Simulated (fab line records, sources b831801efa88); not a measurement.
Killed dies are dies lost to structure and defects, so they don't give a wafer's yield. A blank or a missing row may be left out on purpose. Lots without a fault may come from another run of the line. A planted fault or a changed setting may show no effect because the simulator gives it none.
Which tool did it? | flow gf180mcu | 13 lots, 39 wafers sampled, at 5 steps of a route of 602

WHAT THE GAUGES READ, wafer by wafer
GF_NSD_OVL_MEAS_08. Usual: NSD_OVL 0.0 nm, standard deviation 1.3.
lot  | measured     | on         | NSD_OVL (nm)   | flag
L869 | day 13 01:17 | overlay-02 | 2.6 -0.6 1.9   |
L870 | day 13 11:22 | overlay-01 | 0.8 -0.9 0.4   |
L872 | day 14 05:13 | overlay-02 | -1.8 -2.5 -1.3 |
L873 | day 14 13:25 | overlay-01 | 1.2 0.1 -2.5   |
L874 | day 15 04:31 | overlay-02 | -1.9 -1.3 -1.7 |
L876 | day 15 22:14 | overlay-02 | -0.9 0.6 -0.4  |
L877 | day 16 03:47 | overlay-02 | -0.6 0.7 -0.2  |
L878 | day 16 10:21 | overlay-02 | -0.7 0.2 -1.6  |
L880 | day 17 06:19 | overlay-02 | -0.1 0.4 -0.9  |
L889 | day 20 02:11 | overlay-02 | 0.0 -1.9 0.5   |
L890 | day 20 15:10 | overlay-02 | 1.0 1.3 1.6    |
L891 | day 20 22:20 | overlay-02 | -2.1 -4.6 -2.5 |
L892 | day 21 08:05 | overlay-02 | 0.5 1.0 -1.4   |

GF_SAB_THK_MEAS_01. Usual: SAB_CVD_00_THK 50.1 nm, standard deviation 0.74.
lot  | measured     | on            | SAB_CVD_00_THK (nm) | flag
L869 | day 13 23:17 | film_metro-03 | 50.2 50.6 51.3      |
L870 | day 14 09:02 | film_metro-02 | 49.3 51.5 50.4      |
L872 | day 15 03:32 | film_metro-03 | 50.0 50.5 50.4      |
L873 | day 15 12:35 | film_metro-03 | 50.4 50.1 51.1      |
L874 | day 16 03:11 | film_metro-02 | 49.5 48.8 49.9      |
L876 | day 16 21:08 | film_metro-02 | 49.4 50.9 51.2      |
L877 | day 17 03:06 | film_metro-01 | 49.5 50.8 49.6      |
L878 | day 17 09:35 | film_metro-02 | 50.0 51.1 50.0      |
L880 | day 18 06:11 | film_metro-02 | 49.8 49.9 50.1      |
L889 | day 21 03:05 | film_metro-02 | 17.3 17.7 17.0      | OFF
L890 | day 21 16:26 | film_metro-03 | 16.1 16.3 17.3      | OFF
L891 | day 21 23:42 | film_metro-02 | 49.1 49.6 50.4      |
L892 | day 22 09:43 | film_metro-01 | 49.8 50.1 50.3      |

GF_SAB_CD_MEAS_09: target cd 420 nm. Usual: cd_nm 419.9 nm, standard deviation 1.8.
lot  | measured     | on        | cd_nm (nm)        | flag
L869 | day 14 20:11 | cd_sem-02 | 423.4 422.7 422.3 |
L870 | day 15 06:34 | cd_sem-02 | 422.3 419.4 420.7 |
L872 | day 16 00:26 | cd_sem-02 | 422.6 419.6 422.5 |
L873 | day 16 10:20 | cd_sem-01 | 418.6 416.3 417.1 |
L874 | day 17 01:25 | cd_sem-02 | 422.3 421.2 421.6 |
L876 | day 17 19:11 | cd_sem-01 | 420.6 420.6 417.2 |
L877 | day 18 01:17 | cd_sem-02 | 420.3 422.6 417.6 |
L878 | day 18 08:14 | cd_sem-02 | 419.0 419.4 418.9 |
L880 | day 19 05:44 | cd_sem-02 | 420.5 419.2 418.6 |
L889 | day 22 02:38 | cd_sem-02 | 420.3 419.1 419.3 |
L890 | day 22 15:50 | cd_sem-01 | 422.7 421.1 420.1 |
L891 | day 22 23:53 | cd_sem-01 | 421.8 423.1 421.9 |
L892 | day 23 09:05 | cd_sem-02 | 422.9 421.4 421.8 |

WHICH TOOL RAN EACH LOT (tool, then ch and the chambers of the sampled wafers, then the start)
lot  | GF_HV_LDD_STRIP_37                   | GF_SAB_CVD_00
L869 | plasma_asher-02 ch 0,1, day 11 06:07 | pecvd-04 ch 0,1, day 13 23:16
L870 | plasma_asher-01 ch 0,1, day 11 15:43 | pecvd-04 ch 0,1, day 14 09:00
L872 | plasma_asher-01 ch 0,1, day 12 06:59 | pecvd-04 ch 0,2, day 15 03:31
L873 | plasma_asher-01 ch 0,1, day 12 17:00 | pecvd-01 ch 0,1, day 15 12:34
L874 | plasma_asher-01 ch 0,1, day 13 07:12 | pecvd-02 ch 0,1, day 16 03:10
L876 | plasma_asher-03 ch 0,1, day 14 00:25 | pecvd-04 ch 0,1,2, day 16 21:06
L877 | plasma_asher-03 ch 0,1, day 14 05:08 | pecvd-02 ch 0,1,2, day 17 03:03
L878 | plasma_asher-02 ch 0,1, day 14 11:30 | pecvd-02 ch 0,1,2, day 17 09:33
L880 | plasma_asher-02 ch 1, day 15 06:24   | pecvd-04 ch 1,2, day 18 06:09
L889 | plasma_asher-01 ch 0,1, day 17 23:51 | pecvd-04 ch 0,2, day 21 03:03
L890 | plasma_asher-03 ch 1, day 18 10:49   | pecvd-04 ch 0,1, day 21 16:24
L891 | plasma_asher-01 ch 0,1, day 18 19:33 | pecvd-01 ch 0,1, day 21 23:40
L892 | plasma_asher-03 ch 0,1, day 19 05:01 | pecvd-02 ch 0,2, day 22 09:42
- GF_HV_LDD_STRIP_37: strips in O2/N2.
- GF_SAB_CVD_00: deposits SiO2 from TEOS, target thk 50 nm, time 4.9302 s.

WHAT THE TOOLS THEMSELVES READ (means of the sampled wafers that have a number; where no wafer has one, the mark that the record gives instead)
GF_HV_LDD_STRIP_37. Usual: drypump_motor_current_A 6.00 A, standard deviation 0.29; heater_power_w 350 W, standard deviation 34; o2_flow_sccm 3001 sccm, standard deviation 9; oes_product_au 0.716 a.u., standard deviation 0.0042; platen_temp_c 250.01 C, standard deviation 0.17; strip_time_to_endpoint_s 12.64 s, standard deviation 0.031.
lot  | tool            | drypump_motor_current_A (A) | heater_power_w (W) | o2_flow_sccm (sccm) | oes_product_au (a.u.) | platen_temp_c (C) | strip_time_to_endpoint_s (s) | flag
L869 | plasma_asher-02 | 6.12                        | 342                | 2997                | 0.719                 | 250.03            | 12.67                        |
L870 | plasma_asher-01 | 5.89                        | 376                | 3004                | 0.713                 | 249.97            | 12.64                        |
L872 | plasma_asher-01 | 6.18                        | 378                | 3009                | 0.713                 | 250.07            | 12.65                        |
L873 | plasma_asher-01 | 6.20                        | 381                | 3002                | 0.718                 | 250.02            | 12.67                        |
L874 | plasma_asher-01 | 6.19                        | 380                | 2996                | 0.716                 | 250.03            | 12.61                        |
L876 | plasma_asher-03 | 5.90                        | 302                | 3003                | 0.716                 | 250.01            | 12.60                        |
L877 | plasma_asher-03 | 5.79                        | 306                | 3003                | 0.715                 | 249.94            | 12.64                        |
L878 | plasma_asher-02 | 6.09                        | 340                | 2996                | 0.712                 | 249.98            | 12.65                        |
L880 | plasma_asher-02 | 6.01                        | 370                | 2993                | 0.719                 | 250.05            | 12.63                        |
L889 | plasma_asher-01 | 6.19                        | 384                | 3003                | 0.711                 | 250.02            | 12.64                        |
L890 | plasma_asher-03 | 5.71                        | 318                | 3003                | 0.713                 | 250.05            | 12.62                        |
L891 | plasma_asher-01 | 6.17                        | 381                | 2993                | 0.717                 | 250.19            | 12.61                        |
L892 | plasma_asher-03 | 5.89                        | 298                | 3004                | 0.718                 | 250.18            | 12.62                        |

GF_SAB_CVD_00. Usual: heater_power_w 677 W, standard deviation 80.
lot  | tool     | heater_power_w (W) | flag
L869 | pecvd-04 | 619                |
L870 | pecvd-04 | 670                |
L872 | pecvd-04 | 750                |
L873 | pecvd-01 | 733                |
L874 | pecvd-02 | 647                |
L876 | pecvd-04 | 764                |
L877 | pecvd-02 | 594                |
L878 | pecvd-02 | 608                |
L880 | pecvd-04 | 783                |
L889 | pecvd-04 | 705                |
L890 | pecvd-04 | 692                |
L891 | pecvd-01 | 690                |
L892 | pecvd-02 | 652                |

THE ANSWER, worked out from the rows above alone
Rule: a lot is off if the mean of its wafers that have a number lies more than 3 standard deviations from the usual mean. A lot without any number at a reading at which 4 lots or more have one is off too. The other lots that the step has rows for count as sound. The gauges are gone through in route order, then the tools' own readings, and for those a lot's mean is taken as printed above. The first step at which some lot is off is used, and at that step the reading that is off furthest; a lot without a number counts as furthest.
Off: L889, L890, at GF_SAB_THK_MEAS_01 (SAB_CVD_00_THK).
A tool fits if, at a process step before that reading, it ran every lot that is off, and no sound lot after the first of them. The gauges at GF_SAB_THK_MEAS_01 are tried like those tools. One fits: pecvd-04 at GF_SAB_CVD_00. Its last sound lot is L880 (day 18 06:09), its first lot that is off L889 (day 21 03:03): a fault that began between those two fits.

WHAT THE SIMULATOR HAD PUT IN
Process parameter drift: pecvd-04, from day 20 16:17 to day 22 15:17, at GF_SAB_CVD_00. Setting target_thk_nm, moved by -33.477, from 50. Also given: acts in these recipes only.
Lots struck among those shown: L889, L890. The rule above found the same.
